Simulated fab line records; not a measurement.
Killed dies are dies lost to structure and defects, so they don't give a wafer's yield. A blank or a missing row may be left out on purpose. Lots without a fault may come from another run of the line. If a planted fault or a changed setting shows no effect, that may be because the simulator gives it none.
fab line records | flow gf180mcu
record lots=15 | wafers=44 | last_day=34
route steps=602 shown V5@564 TOP_METAL@573 PASSIVATION@590
lots that met no fault: taken from a fault-free run of the same line
start_h: hours from the record's opening day to when the first of the lot's shown wafers began | wait_h: hours since the lot's step before | " identical to the entry in the row above | L1.1+2: several wafers, shown together as one row | - value missing, or start not given | * or withheld: withheld | < > ~ a bound
route shown NAME@n: a module of which the file shows steps, and the number in the route of the first | usual: mean/standard deviation of fault-free wafers | same: alike in all rows | chamber/n: place in a boat | sites: each site's reading | _std_site: the standard deviation of these | _edge_site: inner sites' mean taken away from outer sites' mean | radius_mm: for every site, how far away it sits from the centre of the wafer | mask NAME#n: copy n | behind: tool/chamber where the wafer was last shaped | hold: the reason the lot was held/the length of the hold in hours/how it ended | device: names the non-switching transistor (n, p or np) | end of line: the route-end tests of the same wafers | where a step has no rows: the recipe by itself | killed: count of dies lost to structure and defects at first sort (not the wafer's yield) | map: the dies of a wafer, with x for killed, . for not killed, _ for no die there
set.NAME: the setting the step ran with; set.NAME@STEP: the setting that earlier step ran with | model.NAME: the simulator's own value behind a step, which no gauge read
a sample of lots followed through the steps of the route, with each step as a table and each wafer as a row
## steps
# step GF_V5_RS_MEAS_24
# recipe thk_meas_gauge=four-point-probe | reads=W_of_V5_CVD_23+TiN_of_V5_SPUTTER_22+Ti_of_V5_SPUTTER_21
# usual V5_W_RS=0.326/0.0041
lot.wafer | tool          | chamber | start_h | wait_h | V5_W_RS[ohm/sq]
L656.3    | film_metro-03 | -       | 631.40  | 0.1    | 0.325
L656.5    | "             | -       | "       | "      | 0.325
L656.6    | "             | -       | "       | "      | 0.326
L657.1    | film_metro-03 | -       | 640.94  | 0.1    | 0.327
L657.3    | "             | -       | "       | "      | 0.321
L657.4    | "             | -       | "       | "      | 0.324
L658.2    | film_metro-03 | -       | 645.59  | 0.1    | 0.326
L658.3    | "             | -       | "       | "      | 0.324
L658.6    | "             | -       | "       | "      | 0.328
L660.4    | film_metro-03 | -       | 671.08  | 0.1    | 0.328
L660.5    | "             | -       | "       | "      | 0.333
L660.6    | "             | -       | "       | "      | 0.335
L664.3    | film_metro-03 | -       | 692.84  | 0.1    | 0.326
L664.5    | "             | -       | "       | "      | 0.330
L664.6    | "             | -       | "       | "      | 0.332
L666.1    | film_metro-01 | -       | 710.12  | 0.1    | 0.333
L666.2    | "             | -       | "       | "      | 0.332
L666.5    | "             | -       | "       | "      | 0.335
L669.2    | film_metro-03 | -       | 730.90  | 0.1    | 0.328
L669.3    | "             | -       | "       | "      | 0.330
L669.6    | "             | -       | "       | "      | 0.331
L670.2    | film_metro-04 | -       | 736.22  | 0.1    | 0.320
L670.4    | "             | -       | "       | "      | 0.325
L670.5    | "             | -       | "       | "      | 0.326
L671.5    | film_metro-01 | -       | 744.73  | 0.1    | 0.328
L671.6    | "             | -       | "       | "      | 0.321
L674.3    | film_metro-01 | -       | 758.40  | 0.1    | 0.329
L674.4    | "             | -       | "       | "      | 0.327
L674.6    | "             | -       | "       | "      | 0.331
L675.2    | film_metro-04 | -       | 761.10  | 0.1    | 0.321
L675.4    | "             | -       | "       | "      | 0.324
L675.5    | "             | -       | "       | "      | 0.318
L676.2    | film_metro-03 | -       | 771.84  | 0.1    | 0.330
L676.3    | "             | -       | "       | "      | 0.332
L676.4    | "             | -       | "       | "      | 0.328
L677.2    | film_metro-01 | -       | 774.23  | 0.1    | 0.322
L677.5    | "             | -       | "       | "      | 0.323
L677.6    | "             | -       | "       | "      | 0.325
L678.1    | film_metro-03 | -       | 780.35  | 0.1    | 0.323
L678.2    | "             | -       | "       | "      | 0.326
L678.3    | "             | -       | "       | "      | 0.323
L679.2    | film_metro-03 | -       | 786.41  | 0.1    | 0.317
L679.5    | "             | -       | "       | "      | 0.316
L679.6    | "             | -       | "       | "      | 0.324
# step GF_TOP_METAL_THK_MEAS_06
# recipe thk_meas_gauge=xrf | reads=AlCu_of_TOP_METAL_SPUTTER_02
# usual TOP_METAL_ALCU_THK=917/14
lot.wafer | tool          | chamber | start_h | wait_h | TOP_METAL_ALCU_THK[nm]
L656.3    | film_metro-02 | -       | 632.21  | 0.1    | 920
L656.5    | "             | -       | "       | "      | 933
L656.6    | "             | -       | "       | "      | 913
L657.1    | film_metro-03 | -       | 641.76  | 0.1    | 924
L657.3    | "             | -       | "       | "      | 913
L657.4    | "             | -       | "       | "      | 939
L658.2    | film_metro-01 | -       | 646.40  | 0.1    | 895
L658.3    | "             | -       | "       | "      | 890
L658.6    | "             | -       | "       | "      | 890
L660.4    | film_metro-01 | -       | 671.87  | 0.1    | 903
L660.5    | "             | -       | "       | "      | 934
L660.6    | "             | -       | "       | "      | 921
L664.3    | film_metro-02 | -       | 693.64  | 0.1    | 923
L664.5    | "             | -       | "       | "      | 924
L664.6    | "             | -       | "       | "      | 920
L666.1    | film_metro-03 | -       | 710.94  | 0.1    | 937
L666.2    | "             | -       | "       | "      | 913
L666.5    | "             | -       | "       | "      | 914
L669.2    | film_metro-01 | -       | 731.99  | 0.1    | 911
L669.3    | "             | -       | "       | "      | 903
L669.6    | "             | -       | "       | "      | 910
L670.2    | film_metro-03 | -       | 737.09  | 0.1    | 904
L670.4    | "             | -       | "       | "      | 921
L670.5    | "             | -       | "       | "      | 933
L671.5    | film_metro-03 | -       | 748.89  | 0.1    | 927
L671.6    | "             | -       | "       | "      | 930
L674.3    | film_metro-01 | -       | 759.20  | 0.1    | 911
L674.4    | "             | -       | "       | "      | 918
L674.6    | "             | -       | "       | "      | 908
L675.2    | film_metro-03 | -       | 761.91  | 0.1    | 933
L675.4    | "             | -       | "       | "      | 917
L675.5    | "             | -       | "       | "      | 939
L676.2    | film_metro-03 | -       | 772.65  | 0.1    | 904
L676.3    | "             | -       | "       | "      | 902
L676.4    | "             | -       | "       | "      | 905
L677.2    | film_metro-02 | -       | 775.04  | 0.1    | 945
L677.5    | "             | -       | "       | "      | 932
L677.6    | "             | -       | "       | "      | 932
L678.1    | film_metro-03 | -       | 781.17  | 0.1    | 918
L678.2    | "             | -       | "       | "      | 933
L678.3    | "             | -       | "       | "      | 928
L679.2    | film_metro-02 | -       | 787.22  | 0.1    | 922
L679.5    | "             | -       | "       | "      | 921
L679.6    | "             | -       | "       | "      | 920
# step GF_PASSIVATION_THK_MEAS_03
# recipe reads=Si3N4_of_PASSIVATION_CVD_02
# usual PASSIVATION_CVD_02_THK=698/10
lot.wafer | tool          | chamber | start_h | wait_h | PASSIVATION_CVD_02_THK[nm]
L656.3    | film_metro-04 | -       | 653.45  | 0.2    | 695
L656.5    | "             | -       | "       | "      | 704
L656.6    | "             | -       | "       | "      | 701
L657.1    | film_metro-04 | -       | 662.23  | 0.1    | 689
L657.3    | "             | -       | "       | "      | 681
L657.4    | "             | -       | "       | "      | 692
L658.2    | film_metro-01 | -       | 667.15  | 0.2    | 681
L658.3    | "             | -       | "       | "      | 668
L658.6    | "             | -       | "       | "      | 688
L660.4    | film_metro-04 | -       | 692.12  | 0.0    | 701
L660.5    | "             | -       | "       | "      | 715
L660.6    | "             | -       | "       | "      | 707
L664.3    | film_metro-01 | -       | 713.55  | 0.2    | 703
L664.5    | "             | -       | "       | "      | 710
L664.6    | "             | -       | "       | "      | 713
L666.1    | film_metro-04 | -       | 729.88  | 0.1    | 686
L666.2    | "             | -       | "       | "      | 685
L666.5    | "             | -       | "       | "      | 699
L669.2    | film_metro-04 | -       | 749.91  | 0.2    | 684
L669.3    | "             | -       | "       | "      | 694
L669.6    | "             | -       | "       | "      | 707
L670.2    | film_metro-02 | -       | 755.12  | 0.2    | 707
L670.4    | "             | -       | "       | "      | 706
L670.5    | "             | -       | "       | "      | 716
L671.5    | film_metro-04 | -       | 764.77  | 0.0    | 697
L671.6    | "             | -       | "       | "      | 705
L674.3    | film_metro-01 | -       | 776.42  | 0.2    | 685
L674.4    | "             | -       | "       | "      | 699
L674.6    | "             | -       | "       | "      | 699
L675.2    | film_metro-01 | -       | 779.49  | 0.2    | 687
L675.4    | "             | -       | "       | "      | 718
L675.5    | "             | -       | "       | "      | 704
L676.2    | film_metro-01 | -       | 789.65  | 0.2    | 697
L676.3    | "             | -       | "       | "      | 687
L676.4    | "             | -       | "       | "      | 697
L677.2    | film_metro-02 | -       | 791.99  | 0.2    | 703
L677.5    | "             | -       | "       | "      | 705
L677.6    | "             | -       | "       | "      | 714
L678.1    | film_metro-01 | -       | 797.83  | 0.1    | 687
L678.2    | "             | -       | "       | "      | 687
L678.3    | "             | -       | "       | "      | 697
L679.2    | film_metro-02 | -       | 803.70  | 0.2    | 698
L679.5    | "             | -       | "       | "      | 707
L679.6    | "             | -       | "       | "      | 710
# step GF_PASSIVATION_DEVELOP_10
# recipe develop_time_s=60 | dev_temp_c=23
# usual chill_plate_temp_C=23.00/0.099 | develop_time_s=60/0
lot.wafer | tool           | chamber | start_h | wait_h | chill_plate_temp_C | develop_time_s
L656.3    | litho_track-01 | 0       | 672     | -      | 23.05              | 60
L656.5    | "              | 0       | "       | "      | 22.94              | 60
L656.6    | "              | 0       | "       | "      | 22.95              | 60
L657.1    | litho_track-01 | 0       | 681     | -      | 22.92              | 60
L657.3    | "              | 0       | "       | "      | 23.04              | 60
L657.4    | "              | 0       | "       | "      | 22.88              | 60
L658.2    | litho_track-03 | 0       | 685     | -      | 23.07              | 60
L658.3    | "              | 0       | "       | "      | 23.02              | 60
L658.6    | "              | 0       | "       | "      | 22.97              | 60
L660.4    | litho_track-01 | 0       | 710     | -      | 23.14              | 60
L660.5    | "              | 0       | "       | "      | 23.11              | 60
L660.6    | "              | 0       | "       | "      | 23.04              | 60
L664.3    | litho_track-02 | 0       | 730     | -      | 22.97              | 60
L664.5    | "              | 0       | "       | "      | 22.90              | 60
L664.6    | "              | 0       | "       | "      | 23.08              | 60
L666.1    | litho_track-01 | 0       | 746     | -      | 23.02              | 60
L666.2    | "              | 0       | "       | "      | 23.01              | 60
L666.5    | "              | 0       | "       | "      | 23.01              | 60
L669.2    | litho_track-01 | -       | 765     | -      | -                  | -
L669.3    | "              | -       | "       | "      | -                  | -
L669.6    | "              | -       | "       | "      | -                  | -
L670.2    | litho_track-03 | -       | 771     | -      | -                  | -
L670.4    | "              | -       | "       | "      | -                  | -
L670.5    | "              | -       | "       | "      | -                  | -
L671.5    | litho_track-02 | -       | 780     | -      | -                  | -
L671.6    | "              | -       | "       | "      | -                  | -
L674.3    | litho_track-01 | 0       | 792     | -      | 22.91              | 60
L674.4    | "              | 0       | "       | "      | 22.88              | 60
L674.6    | "              | 0       | "       | "      | 22.81              | 60
L675.2    | litho_track-01 | 0       | 794     | -      | 23.03              | 60
L675.4    | "              | 0       | "       | "      | 23.04              | 60
L675.5    | "              | 0       | "       | "      | 23.21              | 60
L676.2    | litho_track-01 | 0       | 804     | -      | 23.17              | 60
L676.3    | "              | 0       | "       | "      | 23.14              | 60
L676.4    | "              | 0       | "       | "      | 23.13              | 60
L677.2    | litho_track-03 | 0       | 806     | -      | 23.06              | 60
L677.5    | "              | 0       | "       | "      | 23.01              | 60
L677.6    | "              | 0       | "       | "      | 22.96              | 60
L678.1    | litho_track-03 | 0       | 812     | -      | 23.05              | 60
L678.2    | "              | 0       | "       | "      | 22.88              | 60
L678.3    | "              | 0       | "       | "      | 22.86              | 60
L679.2    | litho_track-02 | 0       | 817     | -      | 22.88              | 60
L679.5    | "              | 0       | "       | "      | 22.93              | 60
L679.6    | "              | 0       | 818     | -      | 22.97              | 60
## key
first_sign step=GF_PASSIVATION_DEVELOP_10 | reading=tool_record | direction=missing
effect none on later readings
met_at GF_PASSIVATION_DEVELOP_10
struck_lots L669,L670,L671
later_rows_left_out L669.2,L669.3,L669.6,L670.2,L670.4,L670.5,L671.5,L671.6
sort_left_out L669.2,L669.3,L669.6,L670.2,L670.4,L670.5,L671.5,L671.6
not_acting_at GF_V5_RS_MEAS_24,GF_TOP_METAL_THK_MEAS_06,GF_PASSIVATION_THK_MEAS_03
onset_between 746 765
fault kind=skipped_step_whole | tool=litho_track-01,litho_track-02,litho_track-03 | chamber=- | onset_h=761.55 | steps=GF_PASSIVATION_DEVELOP_10 | scope=struck_lots_only
# sort_left_out: the simulated sort isn't trusted on such a fault, so these wafers' sort isn't shown, and their yield isn't known
# later_rows_left_out: the simulator's readings of these wafers behind a module that went badly wrong aren't trusted and aren't shown, but for the sort
